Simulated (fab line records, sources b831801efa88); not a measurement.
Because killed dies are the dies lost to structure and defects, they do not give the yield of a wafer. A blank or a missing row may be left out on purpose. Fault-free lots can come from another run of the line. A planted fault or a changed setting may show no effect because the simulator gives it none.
Split-lot study ; flow sky130 ; on a route of 708 steps: 5 lots, 23 wafers read

## ABOUT THE SPLIT
At SKY_VIA3_COAT_07 (resist thk 450 nm), the setting spin rpm was moved away from the recipe's 3000 rpm on 7 of the 23 wafers read, by -6.6% to +4.0%. This setting was run at the recipe's value on the other wafers.

## FROM THE SPLIT TO THE READING: what the file shows between them, 3 steps
- SKY_VIA3_SOFTBAKE_08: time 90 s
- SKY_VIA3_EXPOSE_09: exposes mask VIM3, target cd 200 nm
- SKY_VIA3_ETCH_14: etches BARC in N2/H2, stops on SiO2, time 45.9 s, target depth 60 nm

## THE READING
KrF-thick_of_VIA3_COAT_07.thk nm (the simulator's own value, which no gauge read), in nm, at SKY_VIA3_ETCH_15 (etches SiO2 in C4F8/O2/Ar, stops on TiN, target depth 507 nm, time 78 s). The file gives no usual value for it. Here, 16 wafers ran the recipe; their average is 288.5 nm with a standard deviation of 1.8 nm.

wafer;tool, chamber at the split;spin rpm as run, rpm;against the recipe;KrF-thick_of_VIA3_COAT_07.thk nm, nm;against lot-mates on the recipe
L074.1;litho track-01, 0;3119;+4.0%;285;-6.2
L074.2;litho track-01, 0;3000;recipe;289.4;-
L074.4;litho track-01, 0;3000;recipe;293.1;-
L074.5;litho track-01, 0;3119;+4.0%;281.5;-9.8
L074.6;litho track-01, 0;3119;+4.0%;279.4;-11.9
L076.1;litho track-03, 0;3000;recipe;290.8;-
L076.2;litho track-03, 0;3000;recipe;288.4;-
L076.3;litho track-03, 0;3000;recipe;287.8;-
L076.4;litho track-03, 0;3000;recipe;289;-
L076.5;litho track-03, 0;3000;recipe;286.7;-
L083.1;litho track-02, 0;3000;recipe;287.4;-
L083.2;litho track-02, 0;2866;-4.5%;298.3;+10.4
L083.3;litho track-02, 0;3000;recipe;289.7;-
L083.4;litho track-02, 0;2866;-4.5%;301;+13.1
L083.6;litho track-02, 0;3000;recipe;286.7;-
L080.1;litho track-03, 0;3000;recipe;287.2;-
L080.2;litho track-03, 0;3000;recipe;290.2;-
L080.3;litho track-03, 0;3000;recipe;288.6;-
L085.1;litho track-03, 0;3000;recipe;288.9;-
L085.2;litho track-03, 0;3000;recipe;286.9;-
L085.3;litho track-03, 0;2802;-6.6%;302.6;+15.4
L085.4;litho track-03, 0;2802;-6.6%;306.5;+19.3
L085.5;litho track-03, 0;3000;recipe;285.8;-

FIT RESULTS
A straight line over all 23 wafers: KrF-thick_of_VIA3_COAT_07.thk nm changes by -2.2 nm for each +1% of spin rpm; r = -0.95; the points scatter about the line by 2.1 nm.
The same after taking each lot's own level away (the mean of its wafers on the recipe; 23 wafers): -2.54 nm for each +1%; r = -0.97; scatter 1.7 nm.
According to that fit, moving spin rpm by its largest amount changes the reading by 17 nm.
Measured against the standard deviation above, the lots' own levels, which go from 287.20 to 291.25 nm, span 2.3 times it.
So the slope is not independent of the lot-to-lot level: the two fits are not the same.
Check: for one of the wafers moved furthest among these (-6.6%), held out of the fit, the line's prediction against its lot-mates is +17.5 nm. Against them it came out at +15.4 nm.

## THESE WAFERS: OTHER SPLITS
Before the reading, these wafers also passed through other splits. Each is held against what the fit with the lots' levels taken away leaves over:
other split on the same wafers;wafers away from the commonest value;r with KrF-thick_of_VIA3_COAT_07.thk nm (lot level and that fit taken away)
SKY_METAL3_DEVELOP_12 develop time s;8;-0.14
SKY_VIA3_COAT_06 resist thk nm;8;+0.01

## THE WHOLE CHAIN: every reading that the file lists as answering this split, in the file's order
step;what it does;reading;change (the file's fit);r (the file's)
SKY_VIA3_COAT_07;resist thk 450 nm;KrF-thick_of_VIA3_COAT_07.thk nm (the simulator's own value, which no gauge read);-2.49 nm for each +1% of the setting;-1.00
SKY_VIA3_ETCH_15;etches SiO2 in C4F8/O2/Ar, stops on TiN, target depth 507 nm, time 78 s;KrF-thick_of_VIA3_COAT_07.thk nm (the simulator's own value, which no gauge read);-2.57 nm for each +1% of the setting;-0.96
SKY_VIA3_STRIP_16;strips in O2/N2;strip time to endpoint s;withheld for each +1% of the setting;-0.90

## FILE'S OWN FIT
KrF-thick_of_VIA3_COAT_07.thk nm changes by -2.57 nm for each +1% of spin rpm, r = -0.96.
